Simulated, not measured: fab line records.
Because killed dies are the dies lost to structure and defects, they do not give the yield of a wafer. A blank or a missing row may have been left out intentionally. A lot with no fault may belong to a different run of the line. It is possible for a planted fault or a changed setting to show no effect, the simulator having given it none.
fab line records ; flow sky130 ; part 2 of 2: steps 29 to 42 of 42
[record] lots = 5; wafers = 15; last-day = 50
route steps=708 shown VIA1@474 METAL2@483 VIA2@507
lots untouched by any fault: they come from a run of this same line in which no faults occurred
start-h: hours from the record's first day to the start of the lot's first wafer shown ; wait-h: time in hours since the lot's previous step ; " as in the row above ; L1.1+2: several wafers, shown together as one row ; - no value present, or no start provided ; * or withheld: withheld ; < > ~ a bound
route shown NAME@n: a module of which the file shows steps, and the number in the route of the first ; usual: mean/standard deviation of fault-free wafers ; same: alike in all rows ; chamber/n: place in a boat ; sites: per-site readings ; _std_site: standard deviation across them ; _edge_site: inner sites' mean taken away from outer sites' mean ; radius-mm: how far each site lies from the wafer's centre ; mask NAME#n: copy n ; behind: tool/chamber where the wafer was last shaped ; hold: the reason the lot was held/the length of the hold in hours/how it ended ; device: transistor that didn't switch, given as n, p or np ; end of line: the route-end tests of the same wafers ; a step with no rows: only its recipe ; killed: count of dies lost to structure and defects at first sort (not the wafer's yield) ; map: a wafer's dies, x killed, . not, _ none there
set.NAME: the setting that was run; set.NAME@STEP: the one run at that earlier step ; model.NAME: the simulator's own value behind a step, which no gauge read
certain route steps with their lots: each step a table, each wafer a row
services: from which hour (start-h, from the record's first day; less than 0 if before it) a tool's chamber was out of use, for how many hours, and why
[[steps]]
[step SKY_METAL2_METAL_ETCH_19]
[recipe] target-depth-a = 3600; stop-on = SiO2; over-etch-frac = 0.3; time-s = 78; chemistry = Cl2/BCl3; resist-sidewall-deg = 88; pressure-mtorr = 10; icp-w = 900; bias-w = 48.5; Cl2_flow_sccm = 60; bcl3-flow-sccm = 30
[usual] drypump-motor-current-A = 5.71/0.23; oes-product-au = 0.853/0.0062; throttle-valve-pct = 22.263/0.009
lot.wafer;tool;chamber;start-h;wait-h;drypump-motor-current-A;oes-product-au;rf-hours-counter-h;throttle-valve-pct
L078.2;rie-metal-03;0;855.22;0.0;5.41;0.854;13;22.261
L078.4;rie-metal-03;0;855.22;0.0;5.40;0.854;-;22.259
L078.5;rie-metal-03;1;855.22;0.0;5.79;0.857;-;22.260
L082.4;rie-metal-04;1;875.58;0.1;5.51;0.850;-;22.268
L082.5;rie-metal-04;1;875.58;0.1;5.49;0.845;-;22.260
L082.6;rie-metal-04;0;875.58;0.1;6.19;0.855;-;22.270
L084.1;rie-metal-04;0;899.45;0.0;6.19;0.858;12;22.252
L084.3;rie-metal-04;0;899.45;0.0;6.20;0.854;-;22.247
L084.6;rie-metal-04;1;899.45;0.0;5.56;0.850;-;22.252
L085.1;rie-metal-03;0;900.47;0.0;5.41;0.850;16;22.257
L085.2;rie-metal-03;1;900.47;0.0;5.81;0.859;17;22.269
L085.6;rie-metal-03;1;900.47;0.0;5.77;0.849;-;22.257
L093.2;rie-metal-03;1;972.50;0.0;5.80;0.856;1;22.255
L093.3;rie-metal-03;0;972.50;0.0;5.41;0.852;-;22.265
L093.6;rie-metal-03;1;972.50;0.0;5.78;0.853;-;22.271
[step SKY_METAL2_STRIP_20]
[recipe] chemistry = O2/N2; power-w = 1400; pressure-mtorr = 1500; platen-temp-c = withheld; o2-flow-sccm = 3000; n2-flow-sccm = 300; overash-fraction = 0.5
[usual] drypump-motor-current-A = 5.8/0.45; oes-product-au = 0.343/0.0051; strip-time-to-endpoint-s = 2.71/0.052
lot.wafer;tool;chamber;start-h;wait-h;drypump-motor-current-A;oes-product-au;rf-hours-counter-h;strip-time-to-endpoint-s
L078.2;plasma-asher-04;0;855.31;0.1;6.6;0.342;103;2.70
L078.4;plasma-asher-04;0;855.31;0.1;6.6;0.343;-;2.67
L078.5;plasma-asher-04;0;855.31;0.1;6.6;0.344;-;2.69
L082.4;plasma-asher-02;0;875.68;0.1;5.7;0.344;-;2.76
L082.5;plasma-asher-02;1;875.68;0.1;5.8;0.345;-;2.71
L082.6;plasma-asher-02;0;875.68;0.1;5.7;0.346;-;2.83
L084.1;plasma-asher-02;0;899.54;0.1;5.7;0.348;16;2.79
L084.3;plasma-asher-02;0;899.54;0.1;5.7;0.346;-;2.78
L084.6;plasma-asher-02;0;899.54;0.1;5.7;0.345;-;2.72
L085.1;plasma-asher-04;1;900.56;0.1;5.4;0.348;108;2.71
L085.2;plasma-asher-04;0;900.56;0.1;6.6;0.352;108;2.66
L085.6;plasma-asher-04;1;900.56;0.1;5.4;0.334;-;2.66
L093.2;plasma-asher-03;0;972.59;0.1;6.1;0.349;80;2.78
L093.3;plasma-asher-03;1;972.59;0.1;5.1;0.339;-;2.71
L093.6;plasma-asher-03;1;972.59;0.1;5.1;0.342;-;2.79
[step SKY_METAL2_STRIP_21]
[recipe] chemistry = post-etch-residue-remover; time-s = 1200; temp-c = 72.5
lot.wafer;tool;chamber;start-h;wait-h
L078.2+4+5;wet-bench-04;3;855.41;0.1
L082.4+5+6;wet-bench-01;0;875.74;0.0
L084.1+3+6;wet-bench-01;3;899.64;0.1
L085.1+2+6;wet-bench-03;3;900.66;0.1
L093.2+3+6;wet-bench-03;0;972.69;0.1
[step SKY_METAL2_CLEAN_22]
[recipe] chemistry = IPA; time-s = 180; temp-c = 25
lot.wafer;tool;chamber;start-h;wait-h
L078.2+4+5;wet-bench-01;2;855.75;0.0
L082.4+5+6;wet-bench-04;0;876.12;0.0
L084.1+3+6;wet-bench-03;3;900.05;0.0
L085.1+2+6;wet-bench-01;0;901.00;0.0
L093.2+3+6;wet-bench-01;3;973.07;0.0
[step SKY_METAL2_CLEAN_23]
[recipe] chemistry = O3/DIW; dry = n2-spin
lot.wafer;tool;chamber;start-h;wait-h
L078.2+4+5;wet-bench-04;2;855.81;0.0
L082.4+5+6;wet-bench-01;2;876.17;0.0
L084.1+3+6;wet-bench-04;3;900.11;0.0
L085.1+2+6;wet-bench-04;1;901.07;0.0
L093.2+3+6;wet-bench-04;2;973.12;0.0
[step SKY_VIA2_HDPCVD_00]
[recipe] material = SiO2; target-thk-nm = 1180; sigma-open-frac = 0.3; time-s = 196.7; temp-c = 400; sih4-flow-sccm = 60; pressure-mtorr = 6
[usual] pressure-mtorr = 5.998/0.011
lot.wafer;tool;chamber;start-h;wait-h;pressure-mtorr
L078.2;hdpcvd-01;2;855.90;0.0;6.007
L078.4;hdpcvd-01;0;855.90;0.0;5.991
L078.5;hdpcvd-01;1;855.90;0.0;5.989
L082.4;hdpcvd-01;0;876.34;0.1;5.991
L082.5;hdpcvd-01;2;876.34;0.1;5.989
L082.6;hdpcvd-01;1;876.34;0.1;6.004
L084.1;hdpcvd-01;0;900.20;0.0;6.026
L084.3;hdpcvd-01;1;900.20;0.0;5.989
L084.6;hdpcvd-01;2;900.20;0.0;5.983
L085.1;hdpcvd-01;1;901.16;0.0;6.009
L085.2;hdpcvd-01;0;901.16;0.0;5.979
L085.6;hdpcvd-01;1;901.16;0.0;5.999
L093.2;hdpcvd-02;0;973.22;0.0;5.999
L093.3;hdpcvd-02;1;973.22;0.0;6.006
L093.6;hdpcvd-02;2;973.22;0.0;6.027
[step SKY_VIA2_THK_MEAS_01]
[recipe] reads = SiO2_of_VIA2_HDPCVD_00
[usual] VIA2_HDPCVD_THK = 1182/14
lot.wafer;tool;chamber;start-h;wait-h;VIA2_HDPCVD_THK[nm]
L078.2;film-metro-01;-;856.04;0.1;1171
L078.4;film-metro-01;-;856.04;0.1;1198
L078.5;film-metro-01;-;856.04;0.1;1190
L082.4;film-metro-04;-;876.43;0.0;1196
L082.5;film-metro-04;-;876.43;0.0;1199
L082.6;film-metro-04;-;876.43;0.0;1175
L084.1;film-metro-04;-;900.33;0.1;1198
L084.3;film-metro-04;-;900.33;0.1;1191
L084.6;film-metro-04;-;900.33;0.1;1192
L085.1;film-metro-04;-;901.29;0.1;1183
L085.2;film-metro-04;-;901.29;0.1;1194
L085.6;film-metro-04;-;901.29;0.1;1199
L093.2;film-metro-04;-;973.35;0.1;1176
L093.3;film-metro-04;-;973.35;0.1;1175
L093.6;film-metro-04;-;973.35;0.1;1181
[step SKY_VIA2_CMP_02]
[recipe] material = SiO2; down-force-psi = 4; platen-rpm = 60; pad-velocity-m-s = 0.94248
[usual] motor-current-A = 12.2/1.9
lot.wafer;tool;chamber;start-h;wait-h;motor-current-A
L078.2;cmp-01;3;856.14;0.1;13.9
L078.4;cmp-01;0;856.14;0.1;13.9
L078.5;cmp-01;3;856.14;0.1;12.7
L082.4;cmp-01;2;876.56;0.1;11.7
L082.5;cmp-01;0;876.56;0.1;13.8
L082.6;cmp-01;1;876.56;0.1;12.2
L084.3;cmp-01;2;900.44;0.1;12.0
L084.1;cmp-01;0;900.44;0.1;12.8
L084.6;cmp-01;2;900.44;0.1;11.7
L085.1;cmp-01;3;901.35;0.1;12.3
L085.2;cmp-01;1;901.35;0.1;11.7
L085.6;cmp-01;3;901.35;0.1;12.6
L093.2;cmp-02;2;973.45;0.1;12.8
L093.3;cmp-02;3;973.45;0.1;15.8
L093.6;cmp-02;2;973.45;0.1;12.6
[step SKY_VIA2_BOW_MEAS_03]
[recipe] mode = bow
[usual] VIA2_BOW = 85/7.8
lot.wafer;tool;chamber;start-h;wait-h;VIA2_BOW[um]
L078.2;film-metro-03;-;856.41;0.2;85
L078.4;film-metro-03;-;856.41;0.2;93
L078.5;film-metro-03;-;856.41;0.2;79
L082.4;film-metro-04;-;876.82;0.2;80
L082.5;film-metro-04;-;876.82;0.2;87
L082.6;film-metro-04;-;876.82;0.2;98
L084.1;film-metro-03;-;900.69;0.1;96
L084.3;film-metro-03;-;900.69;0.1;81
L084.6;film-metro-03;-;900.69;0.1;81
L085.1;film-metro-01;-;901.65;0.2;99
L085.2;film-metro-01;-;901.65;0.2;91
L085.6;film-metro-01;-;901.65;0.2;92
L093.2;film-metro-01;-;973.72;0.2;96
L093.3;film-metro-01;-;973.72;0.2;95
L093.6;film-metro-01;-;973.72;0.2;98
[step SKY_VIA2_DEHYDRATE_04]
[recipe] temp-c = 200; time-s = 60
lot.wafer;tool;chamber;start-h;wait-h
L078.2+4+5;litho-track-03;0;868.68;12.2
L082.4+5+6;litho-track-01;0;889.29;12.5
L084.1+3+6;litho-track-01;0;912.42;11.7
L085.1+2+6;litho-track-01;0;913.52;11.9
L093.2+3+6;litho-track-01;0;985.24;11.5
[step SKY_VIA2_HMDS_05]
[recipe] prime-time-s = 60; prime-temp-c = 120
lot.wafer;tool;chamber;start-h;wait-h
L078.2+4+5;litho-track-03;0;868.83;0.1
L082.4+5+6;litho-track-01;0;889.44;0.1
L084.1+3+6;litho-track-01;0;912.57;0.1
L085.1+2+6;litho-track-01;0;913.67;0.1
L093.2+3+6;litho-track-01;0;985.39;0.1
[step SKY_VIA2_COAT_06]
[recipe] resist = BARC; temp-c = withheld; time-s = withheld; spin-rpm = 3000; resist-thk-nm = 60
lot.wafer;tool;chamber;start-h;wait-h
L078.2+4+5;litho-track-03;0;868.98;0.1
L082.4+5+6;litho-track-01;0;889.59;0.1
L084.1+3+6;litho-track-01;0;912.72;0.1
L085.1+2+6;litho-track-01;0;913.82;0.1
L093.2+3+6;litho-track-01;0;985.54;0.1
[step SKY_VIA2_COAT_07]
[recipe] resist = KrF-thick; spin-rpm = 3000; resist-thk-nm = 450
lot.wafer;tool;chamber;start-h;wait-h
L078.2+4+5;litho-track-03;0;-;-
L082.4+5+6;litho-track-01;0;-;-
L084.1+3+6;litho-track-01;0;-;-
L085.1+2+6;litho-track-01;0;-;-
L093.2+3+6;litho-track-01;0;-;-
[step SKY_VIA2_SOFTBAKE_08]
[recipe] temp-c = 100; time-s = 90; resist = KrF-thick
lot.wafer;tool;chamber;start-h;wait-h
L078.2+4+5;litho-track-03;0;-;-
L082.4+5+6;litho-track-01;0;-;-
L084.1+3+6;litho-track-01;0;-;-
L085.1+2+6;litho-track-01;0;-;-
L093.2+3+6;litho-track-01;0;-;-
[[services]]
tool;chamber;start-h;hours;kind
pvd-sputter-04;-;803.63;4.1;repair
krf-scanner-01;-;807.63;2.1;repair
pvd-sputter-03;-;821.30;1.0;repair
cmp-01;-;830.07;1.5;repair
wet-bench-01;-;833.11;0.9;repair
cmp-02;-;843.07;4.3;repair
pvd-sputter-03;-;844.45;10.9;repair
hdpcvd-01;-;844.54;1.3;repair
pvd-sputter-04;-;848.05;0.5;repair
cmp-02;-;861.57;3.0;pm
krf-scanner-01;-;873.37;0.8;pm
wet-bench-04;-;879.12;1.9;pm
cmp-01;-;879.41;0.2;repair
cmp-01;-;881.21;0.3;repair
pvd-sputter-04;-;885.90;6.6;repair
cmp-01;-;891.57;0.3;repair
pvd-sputter-02;-;897.00;0.5;repair
cvd-w-01;-;904.00;14.0;pm
cmp-01;-;923.52;2.9;repair
pvd-sputter-02;-;935.76;6.9;repair
pvd-sputter-02;-;952.41;2.5;repair
rie-metal-03;-;960.53;1.6;repair
pvd-sputter-04;-;964.62;3.7;repair
rie-metal-04;-;981.72;2.8;pm
